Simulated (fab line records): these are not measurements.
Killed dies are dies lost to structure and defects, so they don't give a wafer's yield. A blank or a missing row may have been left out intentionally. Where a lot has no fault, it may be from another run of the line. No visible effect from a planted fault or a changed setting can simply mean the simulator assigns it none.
Code-filled problem report in 8D (eight disciplines) form + flow gf180mcu + the parts of the form that need people (team, actions taken, sign-off) are left out

== 1. WHAT WENT WRONG ==
Mean PSD_RS at GF_PSD_RS_MEAS_15: 115.2 ohm/sq over 6 wafers in 2 lots; fault-free wafers: 108.5 ohm/sq, standard deviation 0.33. That puts it +20 standard deviations away from the usual mean.
The step: measures by four-point-probe.
Earliest sighting: wafer L938.2 on film_metro-03 at day 16 15:52. The record has a number at this step for 33 wafers belonging to 11 lots. The rule behind "out" and "out of limits": a value lying over 4 standard deviations away from the usual mean. The other wafers with a number count as sound.

== 2. WHAT IT IS, WHAT IT ISN'T ==
| question                    | is                           | is not                                                                                            |
|-----------------------------|------------------------------|---------------------------------------------------------------------------------------------------|
| which readings at this step | PSD_RS                       | -                                                                                                 |
| which lots                  | L938, L939                   | L931, L933, L936, L948, L949, L950, L951, L952, L953                                              |
| which wafers of those lots  | all that have a number       | -                                                                                                 |
| read on which gauges        | film_metro-01, film_metro-03 | film_metro-04                                                                                     |
| when                        | from day 16 15:52            | up to then (9 sound wafers); but 18 sound wafers of L948, L949, L950, L951, L952, L953 came after |

== 3. WHAT RULES OUT EACH SUSPECT ==
Counting: a tool at a process step up to the reading stays a suspect if it ran every lot that is out and no sound lot after the first of them.
- the gauge at GF_PSD_RS_MEAS_15 is ruled out. The wafers that are out were read on 2 gauges (film_metro-01, film_metro-03).
- implanter-02 at GF_PSD_IMPLANT_09: ruled out as a lasting fault. After its first lot that is out, L938 (day 16 15:16), sound lots L948, L949, L950, L952 ran on it.
Left after counting: nothing in the record.

== 4. THE CAUSE (what the simulator had put in) ==
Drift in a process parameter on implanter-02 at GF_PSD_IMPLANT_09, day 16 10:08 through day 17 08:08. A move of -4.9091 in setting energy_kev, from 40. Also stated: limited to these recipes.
Counting ruled it out, wrongly: the rule takes a fault to strike every lot that its tool runs from its start on, and this one did not.

== 5. SEQUENCE OF EFFECTS, ordered by route ==
Each row: a reading whose mean over the struck wafers that have a number lies more than 3 standard deviations from the usual. Only readings whose record carries a usual standard deviation are examined. hours: median over the lots of the time between each lot's start at the first step of this table that gives one and its start at this step. sigmas: the change, counted in usual standard deviations.
| hours | step              | reading                  | usual        | on struck wafers | change | sigmas      |
|-------|-------------------|--------------------------|--------------|------------------|--------|-------------|
| 0     | GF_PSD_IMPLANT_09 | beam_energy_keV          | 39.999       | 35.086           | -4.913 | -99 or more |
| 0     | GF_PSD_STRIP_10   | strip_time_to_endpoint_s | 16.52 s      | 16.04            | -0.48  | -12         |
| 0     | GF_PSD_TW_MEAS_11 | PSD_TW                   | 3206         | 3066             | -140   | -3.2        |
| 1     | GF_PSD_RS_MEAS_15 | PSD_RS                   | 108.5 ohm/sq | 115.2            | +6.7   | +20         |
Process steps it contains:
- GF_PSD_IMPLANT_09
- GF_PSD_STRIP_10: strips in O2/N2.

== 6. WHAT WOULD HAVE CAUGHT IT SOONER ==
Counted from the fault's start at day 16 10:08, it took 6 hours until the first out-of-limits reading at a measuring or inspecting step in this record, taken at day 16 15:52.
The tool's own readings at GF_PSD_IMPLANT_09 were out on every struck wafer that the step has a row for (beam_energy_keV): an alarm limit on them would have fired on the first of those.
